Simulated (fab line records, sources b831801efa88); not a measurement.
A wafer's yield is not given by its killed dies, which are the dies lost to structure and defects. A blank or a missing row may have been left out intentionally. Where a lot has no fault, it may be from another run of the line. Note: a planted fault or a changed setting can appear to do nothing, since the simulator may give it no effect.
fab line records	flow sky130
record: lots: 6	wafers: 18	lastDay: 50
route steps=708 shown LI_CONTACT@380 LOCAL_INTERCONNECT@387 PAD_OPEN@708
lots with no fault: from the same line, run without faults
startH: the number of hours between the record's first day and the start of the first shown wafer of the lot	waitH: time in hours since the lot's previous step	" as in the row above	L1.1+2: a single row standing in for several wafers	- value missing, or start not given	* or withheld: withheld	< > ~ a bound
route shown NAME@n: names a module that has steps shown in the file, with the first one's number in the route	usual: the fault-free wafers' mean and standard deviation	same: alike in all rows	chamber/n: place in a boat	sites: the reading at each site	_std_site: how widely they spread, as a standard deviation	_edge_site: mean of outer sites minus mean of inner sites	radiusMm: for every site, how far away it sits from the centre of the wafer	mask NAME#n: copy n	behind: the most recent tool/chamber to have shaped the wafer	hold: the reason the lot was held/the length of the hold in hours/how it ended	device: whichever transistor did not switch (one of n, p or np)	end of line: tests of these same wafers at the route's end	step lacking rows: just its recipe	killed: at the first sort, the dies lost to defects and structure; wafer yield is something else	map: dies across one wafer; x = killed, . = not, _ = none there
set.NAME: the run value of the setting; set.NAME@STEP: its run value at that earlier step	model.NAME: the simulator's own value behind a step, which no gauge read
certain route steps with their lots: each step a table, each wafer a row
services: when a tool's chamber went out of use (startH, in hours from the record's first day, below 0 if earlier), for how many hours, and the reason
== steps ==
step: SKY_LI_CONTACT_PRE_CLEAN_18
recipe: gas: Ar	timeS: 5.6	biasV: 358
step: SKY_LI_CONTACT_SPUTTER_19
recipe: material: Ti	targetThkNm: 20	chamberPressurePa: 5.079	powerW: 2500	substrateTempC: 200	timeS: 106.37
usual: substrateTempC: 200.02/0.16	throttleValvePct: 30.1/0.89
lot.wafer	tool	chamber	startH	waitH	substrateTempC	throttleValvePct
L124.2	pvdSputter-01	-	737.95	0.0	199.78	29.6
L124.4	"	-	"	"	200.14	30.9
L124.6	"	-	"	"	200.08	31.0
L125.1	pvdSputter-03	-	760.62	0.0	200.22	30.0
L125.5	"	-	"	"	199.97	30.5
L125.6	"	-	"	"	199.99	29.1
L129.4	pvdSputter-03	-	799.01	0.0	200.14	30.4
L129.5	"	-	"	"	200.04	30.3
L129.6	"	-	"	"	199.82	28.6
L133.1	pvdSputter-01	-	819.37	0.0	199.97	30.8
L133.3	"	-	"	"	200.20	29.9
L133.6	"	-	"	"	200.00	31.2
L134.2	pvdSputter-01	-	820.72	0.0	200.00	31.0
L134.4	"	-	"	"	199.86	31.5
L134.6	"	-	"	"	199.91	29.8
L139.3	pvdSputter-01	-	871.65	0.0	200.18	30.9
L139.4	"	-	"	"	200.07	31.3
L139.6	"	-	"	"	200.05	31.3
step: SKY_LI_CONTACT_SPUTTER_20
recipe: material: TiN	targetThkNm: 20	chamberPressurePa: 5	powerW: 4000	timeS: 80
usual: throttleValvePct: 30.0/0.9
lot.wafer	tool	chamber	startH	waitH	throttleValvePct
L124.2	pvdSputter-01	-	738.03	0.0	29.8
L124.4	"	-	"	"	30.9
L124.6	"	-	"	"	30.9
L125.1	pvdSputter-03	-	760.69	0.0	30.3
L125.5	"	-	"	"	30.1
L125.6	"	-	"	"	28.8
L129.4	pvdSputter-03	-	799.08	0.0	30.2
L129.5	"	-	"	"	30.3
L129.6	"	-	"	"	28.7
L133.1	pvdSputter-01	-	819.44	0.0	30.6
L133.3	"	-	"	"	29.8
L133.6	"	-	"	"	31.3
L134.2	pvdSputter-01	-	820.80	0.0	31.0
L134.4	"	-	"	"	31.4
L134.6	"	-	"	"	29.5
L139.3	pvdSputter-01	-	871.73	0.0	30.6
L139.4	"	-	"	"	31.2
L139.6	"	-	"	"	31.3
step: SKY_LI_CONTACT_CVD_21
recipe: material: W	targetThkNm: 400	timeS: 120.56	tempC: 400	pressureTorr: 40
usual: heaterPowerW: 903/120
lot.wafer	tool	chamber	startH	waitH	heaterPowerW
L124.2	cvdW-02	1	738.09	0.0	906
L124.4	"	0	"	"	867
L124.6	"	0	"	"	838
L125.1	cvdW-02	0	760.76	0.0	859
L125.5	"	1	"	"	906
L125.6	"	0	"	"	855
L129.4	cvdW-01	1	799.19	0.1	1094
L129.5	"	1	"	"	1084
L129.6	"	0	"	"	782
L133.1	cvdW-01	1	819.51	0.0	1088
L133.3	"	1	"	"	1126
L133.6	"	1	"	"	1103
L134.2	cvdW-01	1	820.86	0.0	1111
L134.4	"	0	"	"	781
L134.6	"	1	"	"	1105
L139.3	cvdW-02	0	871.83	0.1	849
L139.4	"	1	"	"	896
L139.6	"	0	"	"	874
step: SKY_LI_CONTACT_RS_MEAS_22
recipe: thkMeasGauge: four-point-probe	reads: W_of_LI_CONTACT_CVD_21+TiN_of_LI_CONTACT_SPUTTER_20+Ti_of_LI_CONTACT_SPUTTER_19
usual: LI_CONTACT_W_RS: 0.2863/0.0025
lot.wafer	tool	chamber	startH	waitH	LI_CONTACT_W_RS[ohm/sq]
L124.2	filmMetro-01	-	738.23	0.1	0.2874
L124.4	"	-	"	"	0.2849
L124.6	"	-	"	"	0.2839
L125.1	filmMetro-02	-	760.88	0.1	0.2848
L125.5	"	-	"	"	0.2842
L125.6	"	-	"	"	0.2839
L129.4	filmMetro-01	-	799.33	0.1	0.2872
L129.5	"	-	"	"	0.2879
L129.6	"	-	"	"	0.2892
L133.1	filmMetro-02	-	819.63	0.1	0.2837
L133.3	"	-	"	"	0.2859
L133.6	"	-	"	"	0.2813
L134.2	filmMetro-04	-	821.01	0.1	0.2857
L134.4	"	-	"	"	0.2852
L134.6	"	-	"	"	0.2845
L139.3	filmMetro-04	-	871.96	0.1	0.2891
L139.4	"	-	"	"	0.2899
L139.6	"	-	"	"	0.2862
step: SKY_LI_CONTACT_THK_MEAS_23
recipe: thkMeasGauge: xrf	reads: W_of_LI_CONTACT_CVD_21
usual: LI_CONTACT_W_THK: 407/5.2
lot.wafer	tool	chamber	startH	waitH	LI_CONTACT_W_THK[nm]
L124.2	filmMetro-01	-	738.34	0.1	410
L124.4	"	-	"	"	412
L124.6	"	-	"	"	410
L125.1	filmMetro-02	-	761.00	0.1	416
L125.5	"	-	"	"	413
L125.6	"	-	"	"	416
L129.4	filmMetro-01	-	799.42	0.1	404
L129.5	"	-	"	"	408
L129.6	"	-	"	"	399
L133.1	filmMetro-02	-	819.75	0.1	411
L133.3	"	-	"	"	412
L133.6	"	-	"	"	419
L134.2	filmMetro-04	-	821.12	0.1	408
L134.4	"	-	"	"	410
L134.6	"	-	"	"	410
L139.3	filmMetro-04	-	872.06	0.1	400
L139.4	"	-	"	"	402
L139.6	"	-	"	"	404
step: SKY_LI_CONTACT_CMP_24
recipe: stopOn: PSG	tOverpolishS: 20	downForcePsi: 3.5	platenRpm: 60	targetThkNm: 0	padVelocityMS: 0.94248
step: SKY_LOCAL_INTERCONNECT_SPUTTER_00
recipe: material: TiN	targetThkNm: 100	tempC: 300	powerW: 6571	timeS: 83.3	chamberPressurePa: 0.4
usual: substrateTempC: 299.99/0.19	throttleValvePct: 29.9/0.96
lot.wafer	tool	chamber	startH	waitH	substrateTempC	throttleValvePct
L124.2	pvdSputter-03	-	738.69	0.2	300.23	30.6
L124.4	"	-	"	"	299.93	29.0
L124.6	"	-	"	"	299.98	30.3
L125.1	pvdSputter-04	-	761.36	0.2	299.97	30.9
L125.5	"	-	"	"	300.04	30.3
L125.6	"	-	"	"	300.19	28.7
L129.4	pvdSputter-01	-	799.75	0.1	299.76	30.9
L129.5	"	-	"	"	300.06	29.6
L129.6	"	-	"	"	300.17	31.3
L133.1	pvdSputter-03	-	820.11	0.2	299.77	30.2
L133.3	"	-	"	"	300.02	30.3
L133.6	"	-	"	"	300.22	30.4
L134.2	pvdSputter-01	-	821.47	0.2	299.93	29.5
L134.4	"	-	"	"	300.00	29.5
L134.6	"	-	"	"	299.97	29.7
L139.3	pvdSputter-01	-	872.40	0.1	299.68	31.6
L139.4	"	-	"	"	299.81	29.5
L139.6	"	-	"	"	299.88	31.4
step: SKY_LOCAL_INTERCONNECT_RS_MEAS_01
recipe: thkMeasGauge: four-point-probe	reads: TiN_of_LOCAL_INTERCONNECT_SPUTTER_00
usual: LOCAL_INTERCONNECT_TIN_RS: 13.99/0.15
lot.wafer	tool	chamber	startH	waitH	LOCAL_INTERCONNECT_TIN_RS[ohm/sq]
L124.2	filmMetro-03	-	738.78	0.1	13.91
L124.4	"	-	"	"	14.12
L124.6	"	-	"	"	14.05
L125.1	filmMetro-01	-	761.42	0.0	13.89
L125.5	"	-	"	"	13.98
L125.6	"	-	"	"	13.97
L129.4	filmMetro-04	-	799.87	0.1	14.09
L129.5	"	-	"	"	13.91
L129.6	"	-	"	"	13.97
L133.1	filmMetro-04	-	820.17	0.0	13.97
L133.3	"	-	"	"	14.14
L133.6	"	-	"	"	14.03
L134.2	filmMetro-04	-	821.55	0.1	13.97
L134.4	"	-	"	"	13.88
L134.6	"	-	"	"	13.92
L139.3	filmMetro-03	-	872.50	0.1	13.98
L139.4	"	-	"	"	14.13
L139.6	"	-	"	"	13.75
step: SKY_LOCAL_INTERCONNECT_THK_MEAS_02
recipe: thkMeasGauge: xrf	reads: TiN_of_LOCAL_INTERCONNECT_SPUTTER_00
usual: LOCAL_INTERCONNECT_TIN_THK: 102.4/1.3
lot.wafer	tool	chamber	startH	waitH	LOCAL_INTERCONNECT_TIN_THK[nm]
L124.2	filmMetro-03	-	738.89	0.1	103.8
L124.4	"	-	"	"	101.9
L124.6	"	-	"	"	102.6
L125.1	filmMetro-01	-	761.54	0.1	103.5
L125.5	"	-	"	"	102.9
L125.6	"	-	"	"	102.8
L129.4	filmMetro-04	-	799.96	0.1	101.5
L129.5	"	-	"	"	103.2
L129.6	"	-	"	"	102.9
L133.1	filmMetro-04	-	820.29	0.1	102.7
L133.3	"	-	"	"	102.0
L133.6	"	-	"	"	102.5
L134.2	filmMetro-04	-	821.66	0.1	102.6
L134.4	"	-	"	"	103.2
L134.6	"	-	"	"	102.5
L139.3	filmMetro-03	-	872.60	0.1	102.6
L139.4	"	-	"	"	101.0
L139.6	"	-	"	"	103.4
step: SKY_LOCAL_INTERCONNECT_DEHYDRATE_03
recipe: tempC: 200	timeS: 60
step: SKY_LOCAL_INTERCONNECT_HMDS_04
recipe: primeTimeS: 60	primeTempC: 120
step: SKY_LOCAL_INTERCONNECT_COAT_05
recipe: resist: BARC	tempC: withheld	timeS: withheld	spinRpm: 3000	resistThkNm: 60
usual: exhaustPa: 45.1/0.98	resistLineTempC: *	spinSpeedRpm: 3000.1/1.7
lot.wafer	tool	chamber	startH	waitH	exhaustPa	resistLineTempC	spinSpeedRpm
L124.2	lithoTrack-03	0	751.81	0.1	46.0	*	2099.5
L124.4	"	0	"	"	45.5	*	2101.5
L124.6	"	0	"	"	46.0	*	2100.8
L125.1	lithoTrack-03	0	774.59	0.1	45.5	*	2101.7
L125.5	"	0	"	"	45.3	*	2099.1
L125.6	"	0	"	"	44.8	*	2100.1
L129.4	lithoTrack-02	0	812.55	0.1	46.2	*	2999.7
L129.5	"	0	"	"	45.8	*	2995.9
L129.6	"	0	"	"	44.8	*	3002.1
L133.1	lithoTrack-03	0	833.24	0.1	44.1	*	2999.1
L133.3	"	0	"	"	44.2	*	3002.1
L133.6	"	0	"	"	44.5	*	3000.4
L134.2	lithoTrack-03	0	834.42	0.1	44.3	*	3000.8
L134.4	"	0	"	"	44.9	*	3002.0
L134.6	"	0	"	"	45.1	*	3002.6
L139.3	lithoTrack-03	0	884.29	0.1	44.9	*	2998.1
L139.4	"	0	"	"	46.3	*	3000.7
L139.6	"	0	"	"	45.4	*	2998.7
step: SKY_LOCAL_INTERCONNECT_COAT_06
recipe: resist: KrF-thick	spinRpm: 3000	resistThkNm: 450
step: SKY_LOCAL_INTERCONNECT_SOFTBAKE_07
recipe: tempC: 100	timeS: 90	resist: KrF-thick
step: SKY_LOCAL_INTERCONNECT_EXPOSE_08
recipe: maskId: LI1M	na: 0.8	sourceShape: annular	sigmaInner: 0.55	sigmaOuter: 0.85	targetCdNm: 170	doseMj: 28
step: SKY_LOCAL_INTERCONNECT_PEB_09
recipe: pebTempC: withheld	pebTimeS: withheld	resist: KrF-thick
step: SKY_LOCAL_INTERCONNECT_DEVELOP_10
recipe: developTimeS: 60	resist: KrF-thick	devTempC: 21
step: SKY_LOCAL_INTERCONNECT_CD_MEAS_11
recipe: targetCdNm: 170
usual: cdNm: 170.4/1.6
lot.wafer	tool	chamber	startH	waitH	cdNm
L124.2	cdSem-02	-	765.81	-	172.1
L124.4	"	-	"	"	174.1
L124.6	"	-	"	"	172.5
L125.1	cdSem-01	-	788.59	-	168.7
L125.5	"	-	"	"	169.0
L125.6	"	-	"	"	168.7
L129.4	cdSem-02	-	826.55	-	171.0
L129.5	"	-	"	"	171.4
L129.6	"	-	"	"	171.2
L133.1	cdSem-02	-	846.83	-	168.7
L133.3	"	-	"	"	170.1
L133.6	"	-	"	"	169.1
L134.2	cdSem-02	-	848.31	-	171.3
L134.4	"	-	"	"	170.1
L134.6	"	-	"	"	170.3
L139.3	cdSem-02	-	897.97	-	169.7
L139.4	"	-	"	"	170.3
L139.6	"	-	"	"	169.8
step: SKY_LOCAL_INTERCONNECT_OVL_MEAS_12
usual: LOCAL_INTERCONNECT_OVL: -5/5.2
lot.wafer	tool	chamber	startH	waitH	LOCAL_INTERCONNECT_OVL[nm]
L124.2	overlay-01	-	765.91	0.1	-12
L124.4	"	-	"	"	-3
L124.6	"	-	"	"	-9
L125.1	overlay-02	-	788.71	0.1	4
L125.5	"	-	"	"	-6
L125.6	"	-	"	"	-12
L129.4	overlay-01	-	826.63	0.1	-1
L129.5	"	-	"	"	6
L129.6	"	-	"	"	-1
L133.1	overlay-02	-	846.95	0.1	0
L133.3	"	-	"	"	1
L133.6	"	-	"	"	-2
L134.2	overlay-01	-	848.41	0.1	-8
L134.4	"	-	"	"	-9
L134.6	"	-	"	"	-5
L139.3	overlay-02	-	898.06	0.1	-7
L139.4	"	-	"	"	-7
L139.6	"	-	"	"	-4
step: SKY_LOCAL_INTERCONNECT_ETCH_13
recipe: chemistry: N2/H2	target: BARC	ionEnergyEv: 200	biasW: 100	pressureMtorr: 30	n2FlowSccm: 100	h2FlowSccm: 200	icpW: 500	stopOn: SiO2	timeS: 45.9	targetDepthA: 600
usual: drypumpMotorCurrentA: 5.9/0.36	heBacksideLeakSccm: 3.44/0.22	oesProductAu: 0.855/0.0048	throttleValvePct: 13.226/0.0088
lot.wafer	tool	chamber	startH	waitH	drypumpMotorCurrentA	heBacksideLeakSccm	oesProductAu	rfHoursCounterH	throttleValvePct	model.etch.depthNm
L124.2	rieMetal-02	0	765.94	0.0	6.1	3.56	0.945	5	13.234	71.79
L124.4	"	0	"	"	6.2	3.52	0.943	-	13.226	71.71
L124.6	"	1	"	"	5.7	3.42	0.946	-	13.227	71.91
L125.1	rieMetal-04	1	788.74	0.0	6.2	3.46	0.952	5	13.228	71.83
L125.5	"	1	"	"	6.2	3.53	0.948	-	13.234	72.17
L125.6	"	1	"	"	6.2	3.40	0.952	-	13.239	71.94
L129.4	rieMetal-02	1	826.67	0.0	5.7	3.45	0.862	-	13.222	60.03
L129.5	"	0	"	"	6.2	3.60	0.858	-	13.218	60.06
L129.6	"	1	"	"	5.7	3.32	0.859	-	13.221	60.03
L133.1	rieMetal-02	1	846.99	0.0	5.7	3.32	0.851	1	13.216	59.79
L133.3	"	1	"	"	5.7	3.24	0.861	-	13.225	59.97
L133.6	"	1	"	"	5.7	3.43	0.855	-	13.223	60.04
L134.2	rieMetal-03	0	848.44	0.0	6.2	3.13	0.859	2	13.222	60.01
L134.4	"	1	"	"	5.6	3.20	0.858	-	13.224	60.08
L134.6	"	1	"	"	5.6	3.10	0.856	-	13.228	59.98
L139.3	rieMetal-02	1	898.11	0.0	5.7	3.71	0.854	-	13.230	60.11
L139.4	"	0	"	"	6.2	3.62	0.864	-	13.227	60
L139.6	"	1	"	"	5.7	3.71	0.861	-	13.229	59.74
step: SKY_LOCAL_INTERCONNECT_METAL_ETCH_14
recipe: targetDepthNm: 110	stopOn: PSG	chemistry: Cl2/BCl3	target: TiN	resistSidewallDeg: 88	pressureMtorr: 10	icpW: 900	biasW: 48.5	Cl2_flow_sccm: 60	bcl3FlowSccm: 30	timeS: 31.4
usual: drypumpMotorCurrentA: 5.9/0.36	heBacksideLeakSccm: 3.43/0.26	oesProductAu: 0.948/0.0076	throttleValvePct: 21.897/0.0091
lot.wafer	tool	chamber	startH	waitH	drypumpMotorCurrentA	heBacksideLeakSccm	oesProductAu	rfHoursCounterH	throttleValvePct
L124.2	rieMetal-02	0	766.01	0.0	6.1	3.50	0.936	5	21.897
L124.4	"	0	"	"	6.1	3.49	0.942	-	21.893
L124.6	"	1	"	"	5.7	3.44	0.940	-	21.887
L125.1	rieMetal-04	1	788.87	0.1	6.2	3.41	0.960	5	21.896
L125.5	"	1	"	"	6.2	3.35	0.943	-	21.903
L125.6	"	1	"	"	6.2	3.51	0.952	-	21.892
L129.4	rieMetal-02	1	826.73	0.0	5.7	3.34	0.934	-	21.889
L129.5	"	0	"	"	6.2	3.59	0.958	-	21.889
L129.6	"	1	"	"	5.7	3.46	0.951	-	21.912
L133.1	rieMetal-02	1	847.05	0.0	5.7	3.67	0.945	1	21.904
L133.3	"	1	"	"	5.7	3.69	0.941	-	21.907
L133.6	"	1	"	"	5.7	3.74	0.947	-	21.905
L134.2	rieMetal-03	0	848.51	0.0	6.1	3.07	0.948	2	21.889
L134.4	"	1	"	"	5.6	3.05	0.952	-	21.889
L134.6	"	1	"	"	5.6	3.07	0.949	-	21.883
L139.3	rieMetal-02	1	898.17	0.0	5.7	3.89	0.953	-	21.901
L139.4	"	0	"	"	6.2	3.54	0.943	-	21.912
L139.6	"	1	"	"	5.7	3.72	0.958	-	21.892
step: SKY_LOCAL_INTERCONNECT_STRIP_15
recipe: chemistry: O2/N2	powerW: 1400	pressureMtorr: 1500	platenTempC: withheld	o2FlowSccm: 3000	n2FlowSccm: 300	overashFraction: 0.5
usual: drypumpMotorCurrentA: 5.6/0.45	oesProductAu: 0.427/0.0041	stripTimeToEndpointS: 4.723/0.02
lot.wafer	tool	chamber	startH	waitH	drypumpMotorCurrentA	oesProductAu	rfHoursCounterH	stripTimeToEndpointS
L124.2	plasmaAsher-01	0	766.06	0.0	5.9	0.432	98	4.873
L124.4	"	0	"	"	5.9	0.429	-	4.874
L124.6	"	1	"	"	5.1	0.432	-	4.870
L125.1	plasmaAsher-04	0	788.97	0.1	5.9	0.433	35	4.851
L125.5	"	0	"	"	5.9	0.431	-	4.864
L125.6	"	1	"	"	5.0	0.432	-	4.863
L129.4	plasmaAsher-04	0	826.79	0.1	5.9	0.428	-	4.746
L129.5	"	1	"	"	5.0	0.433	-	4.733
L129.6	"	0	"	"	5.9	0.424	-	4.739
L133.1	plasmaAsher-01	0	847.10	0.0	5.9	0.421	106	4.739
L133.3	"	1	"	"	5.1	0.427	-	4.734
L133.6	"	1	"	"	5.1	0.429	-	4.742
L134.2	plasmaAsher-03	1	848.56	0.0	5.7	0.426	11	4.692
L134.4	"	0	"	"	6.2	0.422	-	4.692
L134.6	"	0	"	"	6.2	0.430	-	4.729
L139.3	plasmaAsher-03	0	898.23	0.1	6.2	0.429	-	4.718
L139.4	"	1	"	"	5.7	0.425	-	4.698
L139.6	"	1	"	"	5.7	0.423	-	4.717
step: SKY_LOCAL_INTERCONNECT_STRIP_16
recipe: chemistry: postEtchResidueRemover	timeS: 1200	tempC: 72.5
step: SKY_PAD_OPEN_PROBE_99
usual: killed_at_M0_to_M3: 44/7.6	killed_at_M4_up: 3.2/1.7	killedAtContacts: 24/5.7	killedAtFrontEnd: 16/3.9	killedAtOther: 0.2/0.45	killedDies: 87/9.5	killedOnRim: 17/3.9	killedOpen: 47/6.9	killedShort: 40/5.8
same: grossDies: 492	killedAtBackSide: 0
lot.wafer	tool	chamber	startH	waitH	killed_at_M0_to_M3	killed_at_M4_up	killedAtContacts	killedAtFrontEnd	killedAtOther	killedDies	killedOnRim	killedOpen	killedShort
L124.2	prober-01	-	1117.35	0.1	46	5	30	16	0	97	24	49	47
L125.1	prober-02	-	1130.05	0.1	51	1	27	13	0	92	12	55	36
L125.5	prober-02	-	1130.25	0.2	40	3	19	16	0	78	14	37	41
L125.6	prober-02	-	1130.30	0.2	49	2	21	21	0	93	10	52	39
L134.2	prober-01	-	1179.00	0.1	52	3	16	15	0	86	13	45	41
L134.4	prober-01	-	1179.10	0.2	41	4	26	19	1	91	17	54	37
L134.6	prober-01	-	1179.20	0.2	41	5	32	19	0	97	21	56	41
killed by level:class
L124.2 CONTACT:geometricParticle:open=13 VIA3:geometricParticle:open=8 VIA3:geometricParticle:short=6 METAL1:geometricParticle:short=6 LI_CONTACT:geometricParticle:open=6 CONTACT:geometricParticle:short=6 VIA2:geometricParticle:open=6 POLY_GATE:geometricParticle:short=5
L125.1 VIA1:geometricParticle:open=14 VIA2:geometricParticle:open=11 CONTACT:geometricParticle:open=10 CONTACT:geometricParticle:short=7 METAL1:geometricParticle:short=7 VIA1:geometricParticle:short=5 LI_CONTACT:geometricParticle:open=4 VIA3:geometricParticle:open=4
L125.5 VIA1:geometricParticle:open=13 VIA3:geometricParticle:short=7 VIA1:geometricParticle:short=7 CONTACT:geometricParticle:open=6 FIELD_ISO:geometricParticle:short=5 LI_CONTACT:geometricParticle:open=5 CONTACT:geometricParticle:short=4 VIA2:geometricParticle:open=4
L125.6 VIA1:geometricParticle:open=16 LI_CONTACT:geometricParticle:open=9 POLY_GATE:geometricParticle:open=6 POLY_GATE:geometricParticle:short=5 VIA1:geometricParticle:short=5 METAL2:geometricParticle:short=5 FIELD_ISO:geometricParticle:short=4 FIELD_ISO:geometricParticle:open=4
L134.2 VIA1:geometricParticle:open=12 CONTACT:geometricParticle:open=8 VIA2:geometricParticle:open=7 METAL1:geometricParticle:short=7 VIA1:geometricParticle:short=5 POLY_GATE:geometricParticle:short=5 VIA3:geometricParticle:open=5 VIA2:geometricParticle:short=5
L134.4 VIA3:geometricParticle:open=10 CONTACT:geometricParticle:open=10 VIA1:geometricParticle:open=9 CONTACT:geometricParticle:short=6 POLY_GATE:geometricParticle:short=5 LI_CONTACT:geometricParticle:open=5 METAL1:geometricParticle:short=5 POLY_GATE:geometricParticle:open=4
L134.6 LI_CONTACT:geometricParticle:open=11 CONTACT:geometricParticle:open=11 VIA2:geometricParticle:open=10 VIA3:geometricParticle:open=8 VIA1:geometricParticle:open=6 POLY_GATE:geometricParticle:short=5 LOCAL_INTERCONNECT:geometricParticle:short=4 CONTACT:geometricParticle:short=4
== services ==
tool	chamber	startH	hours	kind
plasmaAsher-03	-	733.75	9.0	pm
plasmaAsher-03	0	733.75	9.0	ventCycle
plasmaAsher-03	1	733.75	9.0	ventCycle
plasmaAsher-03	0	742.75	-	clean
pvdSputter-03	-	746.26	3.2	repair
plasmaAsher-04	-	749.54	2.8	pm
cvdW-02	1	785.29	1.9	repair
pvdSputter-01	-	785.73	0.7	repair
cvdW-02	0	796.21	1.2	repair
cvdW-01	-	800.73	6.9	pm
rieMetal-02	1	802.44	-	clean
rieMetal-02	1	802.44	16.8	scheduledDown
rieMetal-02	1	802.44	16.8	ventCycle
rieMetal-03	-	812.61	0.6	repair
cvdW-02	-	821.80	2.8	pm
pvdSputter-01	1	824.53	-	consumableReplace:kit
pvdSputter-01	1	824.53	18.0	scheduledDown
pvdSputter-01	1	824.53	18.0	ventCycle
pvdSputter-01	-	836.39	6.2	repair
rieMetal-02	0	847.39	5.1	repair
plasmaAsher-03	-	853.48	3.8	repair
pvdSputter-04	-	890.21	0.9	repair
pvdSputter-04	-	890.26	5.2	repair
pvdSputter-04	-	894.11	5.4	repair
== key ==
firstSign: step: SKY_LOCAL_INTERCONNECT_COAT_05	reading: spinSpeedRpm	direction: down	sigmas: 99+	usual: 3000.1	struck: 2100.4
effect: step: SKY_LOCAL_INTERCONNECT_ETCH_13	reading: oesProductAu	direction: up	sigmas: 19	usual: 0.855	struck: 0.947
effect: step: SKY_LOCAL_INTERCONNECT_STRIP_15	reading: stripTimeToEndpointS	direction: up	sigmas: 7	usual: *	struck: *
modelEffect: step: SKY_LOCAL_INTERCONNECT_ETCH_13	value: etch.depthNm	without: 60.16	struck: 71.89
metAt SKY_LOCAL_INTERCONNECT_COAT_05
struckWafers L124.2,L124.4,L124.6,L125.1,L125.5,L125.6
testerLeftOut L124,L125
fault: kind: processParameterDrift	tool: lithoTrack-03	chamber: -	onsetH: 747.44	steps: SKY_LOCAL_INTERCONNECT_COAT_05	channel: spinRpm	offset: -899.22	shape: step	endH: 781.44	actsIn: theseRecipesOnly	stated: 3000
testerLeftOut: of these lots the tester's yield and bins aren't shown, on N5 and GAA mostly nor the transistor test; their killed dies are dies lost to structure and defects alone, not to doping, threshold or leakage, so they don't give the yield
